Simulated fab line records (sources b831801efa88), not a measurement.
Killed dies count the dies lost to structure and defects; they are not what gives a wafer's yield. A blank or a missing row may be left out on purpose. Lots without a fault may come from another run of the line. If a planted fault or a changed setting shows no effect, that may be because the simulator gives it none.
Which tool did it? :: flow sky130 :: 37 wafers from 13 lots sampled at 5 of the route's 708 steps

## WHAT EACH GAUGE READ, for each wafer
SKY_SONOS_ONO_THK_MEAS_05. Usual: for SONOS_ONO_CVD_04_THK the level is 5.74 nm and the standard deviation is 0.11.
lot: L215
measured: day 11 10:37
on: film_metro-02
SONOS_ONO_CVD_04_THK (nm): 5.95 6.01 5.98
flag: 

lot: L218
measured: day 12 09:17
on: film_metro-04
SONOS_ONO_CVD_04_THK (nm): 5.84 5.72 5.73
flag: 

lot: L219
measured: day 12 17:48
on: film_metro-02
SONOS_ONO_CVD_04_THK (nm): 5.65 5.75 5.82
flag: 

lot: L222
measured: day 14 05:22
on: film_metro-04
SONOS_ONO_CVD_04_THK (nm): 6.00 5.95
flag: 

lot: L225
measured: day 15 02:18
on: film_metro-02
SONOS_ONO_CVD_04_THK (nm): 5.81 5.76
flag: 

lot: L226
measured: day 15 06:32
on: film_metro-01
SONOS_ONO_CVD_04_THK (nm): 5.63 5.72 5.61
flag: 

lot: L231
measured: day 16 17:01
on: film_metro-04
SONOS_ONO_CVD_04_THK (nm): 5.83 5.85 5.76
flag: 

lot: L233
measured: day 17 11:31
on: film_metro-04
SONOS_ONO_CVD_04_THK (nm): 5.66 5.70 5.62
flag: 

lot: L234
measured: day 18 04:20
on: film_metro-02
SONOS_ONO_CVD_04_THK (nm): 5.78 5.85 5.77
flag: 

lot: L235
measured: day 18 23:39
on: film_metro-02
SONOS_ONO_CVD_04_THK (nm): 5.67 5.70 5.75
flag: 

lot: L236
measured: day 19 09:41
on: film_metro-04
SONOS_ONO_CVD_04_THK (nm): 5.81 5.71 5.88
flag: 

lot: L237
measured: day 19 09:41
on: film_metro-02
SONOS_ONO_CVD_04_THK (nm): 5.69 5.82 5.75
flag: 

lot: L238
measured: day 19 19:31
on: film_metro-02
SONOS_ONO_CVD_04_THK (nm): 5.73 5.63 5.71
flag: 

SKY_RES_PROTECT_TW_MEAS_08. Usual: for POLY_GATE_TW the level is 4043 and the standard deviation is 20.
lot: L215
measured: day 14 21:30
on: film_metro-01
POLY_GATE_TW: 4061 4066 4081
flag: 

lot: L218
measured: day 16 00:04
on: film_metro-02
POLY_GATE_TW: 4024 4044 4017
flag: 

lot: L219
measured: day 16 11:25
on: film_metro-03
POLY_GATE_TW: 4046 4036 4011
flag: 

lot: L222
measured: day 17 22:59
on: film_metro-01
POLY_GATE_TW: 4001 4044
flag: 

lot: L225
measured: day 18 23:25
on: film_metro-01
POLY_GATE_TW: 4031 4028
flag: 

lot: L226
measured: day 19 03:10
on: film_metro-03
POLY_GATE_TW: 4068 4061 4048
flag: 

lot: L231
measured: day 20 19:31
on: film_metro-02
POLY_GATE_TW: 4040 4028 4047
flag: 

lot: L233
measured: day 21 12:53
on: film_metro-03
POLY_GATE_TW: 4026 4052 4024
flag: 

lot: L234
measured: day 22 07:13
on: film_metro-03
POLY_GATE_TW: 4023 4020 4008
flag: 

lot: L235
measured: day 23 02:04
on: film_metro-01
POLY_GATE_TW: 4042 4044 4027
flag: 

lot: L236
measured: day 23 12:07
on: film_metro-02
POLY_GATE_TW: 4072 4071 4068
flag: 

lot: L237
measured: day 23 13:04
on: film_metro-01
POLY_GATE_TW: 4042 4014 4026
flag: 

lot: L238
measured: day 23 21:35
on: film_metro-03
POLY_GATE_TW: 4059 4060 4059
flag: 

SKY_POLY_GATE_CD_MEAS_13: the cd target is 150 nm. Usual: cd_nm reads 149.7 nm (standard deviation 1.3).
lot: L215
measured: day 16 04:13
on: cd_sem-02
cd_nm (nm): 149.3 148.2 150.3
flag: 

lot: L218
measured: day 17 06:04
on: cd_sem-02
cd_nm (nm): 149.1 152.5 151.6
flag: 

lot: L219
measured: day 17 16:59
on: cd_sem-02
cd_nm (nm): 147.5 149.0 148.0
flag: 

lot: L222
measured: day 19 09:32
on: cd_sem-01
cd_nm (nm): 151.5 150.9
flag: 

lot: L225
measured: day 20 09:22
on: cd_sem-02
cd_nm (nm): 151.5 151.2
flag: 

lot: L226
measured: day 20 15:04
on: cd_sem-02
cd_nm (nm): 148.2 148.6 147.5
flag: 

lot: L231
measured: day 22 04:46
on: cd_sem-01
cd_nm (nm): 148.6 148.9 148.9
flag: 

lot: L233
measured: day 22 22:21
on: cd_sem-02
cd_nm (nm): 149.8 149.5 148.7
flag: 

lot: L234
measured: day 23 15:47
on: cd_sem-02
cd_nm (nm): 148.0 148.0 149.4
flag: 

lot: L235
measured: day 24 09:49
on: cd_sem-02
cd_nm (nm): 149.3 148.5 148.4
flag: 

lot: L236
measured: day 24 20:49
on: cd_sem-01
cd_nm (nm): 148.4 148.5 148.4
flag: 

lot: L237
measured: day 24 22:22
on: cd_sem-01
cd_nm (nm): 149.1 149.5 150.3
flag: 

lot: L238
measured: day 25 06:49
on: cd_sem-01
cd_nm (nm): 150.7 150.2 149.9
flag: 

## WHICH TOOL RAN EACH LOT (tool, then ch and the chambers of the sampled wafers, then the start)
lot: L215
SKY_GATE_OXIDE_COAT_05: litho_track-03 ch 0, day 13 01:04
SKY_GATE_OXIDE_STRIP_13: plasma_asher-01 ch 0,1, day 13 14:58

lot: L218
SKY_GATE_OXIDE_COAT_05: litho_track-01 ch 0, day 14 01:49
SKY_GATE_OXIDE_STRIP_13: plasma_asher-01 ch 0,1, day 14 15:37

lot: L219
SKY_GATE_OXIDE_COAT_05: litho_track-01 ch 0, day 14 13:50
SKY_GATE_OXIDE_STRIP_13: plasma_asher-03 ch 0,1, day 15 03:21

lot: L222
SKY_GATE_OXIDE_COAT_05: litho_track-01 ch 0, day 16 00:08
SKY_GATE_OXIDE_STRIP_13: plasma_asher-03 ch 0,1, day 16 14:45

lot: L225
SKY_GATE_OXIDE_COAT_05: litho_track-01 ch 0, day 16 22:13
SKY_GATE_OXIDE_STRIP_13: plasma_asher-01 ch 0, day 17 12:40

lot: L226
SKY_GATE_OXIDE_COAT_05: litho_track-01 ch 0, day 17 02:16
SKY_GATE_OXIDE_STRIP_13: plasma_asher-03 ch 0,1, day 17 17:09

lot: L231
SKY_GATE_OXIDE_COAT_05: litho_track-04 ch 0, day 18 16:37
SKY_GATE_OXIDE_STRIP_13: plasma_asher-03 ch 0,1, day 19 08:24

lot: L233
SKY_GATE_OXIDE_COAT_05: litho_track-01 ch 0, day 19 10:16
SKY_GATE_OXIDE_STRIP_13: plasma_asher-03 ch 0,1, day 20 02:35

lot: L234
SKY_GATE_OXIDE_COAT_05: litho_track-03 ch 0, day 20 05:26
SKY_GATE_OXIDE_STRIP_13: plasma_asher-02 ch 1, day 20 21:21

lot: L235
SKY_GATE_OXIDE_COAT_05: litho_track-01 ch 0, day 21 01:25
SKY_GATE_OXIDE_STRIP_13: plasma_asher-02 ch 0,1, day 21 16:34

lot: L236
SKY_GATE_OXIDE_COAT_05: litho_track-01 ch 0, day 21 10:13
SKY_GATE_OXIDE_STRIP_13: plasma_asher-02 ch 0, day 22 02:24

lot: L237
SKY_GATE_OXIDE_COAT_05: litho_track-03 ch 0, day 21 10:37
SKY_GATE_OXIDE_STRIP_13: plasma_asher-02 ch 0,1, day 22 02:57

lot: L238
SKY_GATE_OXIDE_COAT_05: litho_track-04 ch 0, day 21 19:08
SKY_GATE_OXIDE_STRIP_13: plasma_asher-01 ch 0,1, day 22 11:20
- SKY_GATE_OXIDE_COAT_05: resist thk 1140 nm.
- SKY_GATE_OXIDE_STRIP_13: strips in O2/N2.

## AS READ BY THE TOOLS THEMSELVES (means over the sampled wafers that have a number; for cases with no such wafer, the mark the record gives instead)
SKY_GATE_OXIDE_STRIP_13. Usual: chamber_pressure_mTorr 1499.9 mTorr, standard deviation 1.4; drypump_motor_current_A 5.3 A, standard deviation 0.4; oes_product_au 0.716 a.u., standard deviation 0.0046; strip_time_to_endpoint_s 14.18 s, standard deviation 0.049.
lot: L215
tool: plasma_asher-01
chamber_pressure_mTorr (mTorr): 1500.4
drypump_motor_current_A (A): 5.5
oes_product_au (a.u.): 0.712
strip_time_to_endpoint_s (s): 14.22
flag: 

lot: L218
tool: plasma_asher-01
chamber_pressure_mTorr (mTorr): 1500.2
drypump_motor_current_A (A): 5.0
oes_product_au (a.u.): 0.715
strip_time_to_endpoint_s (s): 14.18
flag: 

lot: L219
tool: plasma_asher-03
chamber_pressure_mTorr (mTorr): 1499.4
drypump_motor_current_A (A): 5.3
oes_product_au (a.u.): 0.715
strip_time_to_endpoint_s (s): 14.21
flag: 

lot: L222
tool: plasma_asher-03
chamber_pressure_mTorr (mTorr): 1498.7
drypump_motor_current_A (A): 5.3
oes_product_au (a.u.): 0.625
strip_time_to_endpoint_s (s): 10.68
flag: OFF

lot: L225
tool: plasma_asher-01
chamber_pressure_mTorr (mTorr): 1501.8
drypump_motor_current_A (A): 5.9
oes_product_au (a.u.): 0.633
strip_time_to_endpoint_s (s): 10.71
flag: OFF

lot: L226
tool: plasma_asher-03
chamber_pressure_mTorr (mTorr): 1500.7
drypump_motor_current_A (A): 5.3
oes_product_au (a.u.): 0.660
strip_time_to_endpoint_s (s): 11.86
flag: OFF

lot: L231
tool: plasma_asher-03
chamber_pressure_mTorr (mTorr): 1500.9
drypump_motor_current_A (A): 5.3
oes_product_au (a.u.): 0.720
strip_time_to_endpoint_s (s): 14.29
flag: 

lot: L233
tool: plasma_asher-03
chamber_pressure_mTorr (mTorr): 1499.1
drypump_motor_current_A (A): 5.3
oes_product_au (a.u.): 0.711
strip_time_to_endpoint_s (s): 14.12
flag: 

lot: L234
tool: plasma_asher-02
chamber_pressure_mTorr (mTorr): 1499.2
drypump_motor_current_A (A): 5.4
oes_product_au (a.u.): 0.719
strip_time_to_endpoint_s (s): 14.20
flag: 

lot: L235
tool: plasma_asher-02
chamber_pressure_mTorr (mTorr): 1499.7
drypump_motor_current_A (A): 5.3
oes_product_au (a.u.): 0.717
strip_time_to_endpoint_s (s): 14.18
flag: 

lot: L236
tool: plasma_asher-02
chamber_pressure_mTorr (mTorr): 1500.0
drypump_motor_current_A (A): 5.1
oes_product_au (a.u.): 0.714
strip_time_to_endpoint_s (s): 14.16
flag: 

lot: L237
tool: plasma_asher-02
chamber_pressure_mTorr (mTorr): 1500.4
drypump_motor_current_A (A): 5.2
oes_product_au (a.u.): 0.717
strip_time_to_endpoint_s (s): 14.21
flag: 

lot: L238
tool: plasma_asher-01
chamber_pressure_mTorr (mTorr): 1499.2
drypump_motor_current_A (A): 5.5
oes_product_au (a.u.): 0.716
strip_time_to_endpoint_s (s): 14.17
flag: 

## THE ANSWER, worked out from the rows above alone
Rule: lot off if the mean of its wafers having a number is beyond 3 standard deviations from the usual mean. Also off: a lot with no number at a reading for which 4 or more lots have one. All remaining lots with rows at the step are treated as sound. After the gauges, taken in route order, come the tools' own readings; for these a lot's mean is taken, as printed above. The first step at which some lot is off is used, and at that step the reading that is off furthest; a lot without a number counts as furthest.
Off: L222, L225, L226 (SKY_GATE_OXIDE_STRIP_13, strip_time_to_endpoint_s).
A tool fits if, at that step or a process step before it, it ran every lot that is off, and no sound lot after the first of them. Of those tried, none fits.

## WHAT THE SIMULATOR HAD INSERTED
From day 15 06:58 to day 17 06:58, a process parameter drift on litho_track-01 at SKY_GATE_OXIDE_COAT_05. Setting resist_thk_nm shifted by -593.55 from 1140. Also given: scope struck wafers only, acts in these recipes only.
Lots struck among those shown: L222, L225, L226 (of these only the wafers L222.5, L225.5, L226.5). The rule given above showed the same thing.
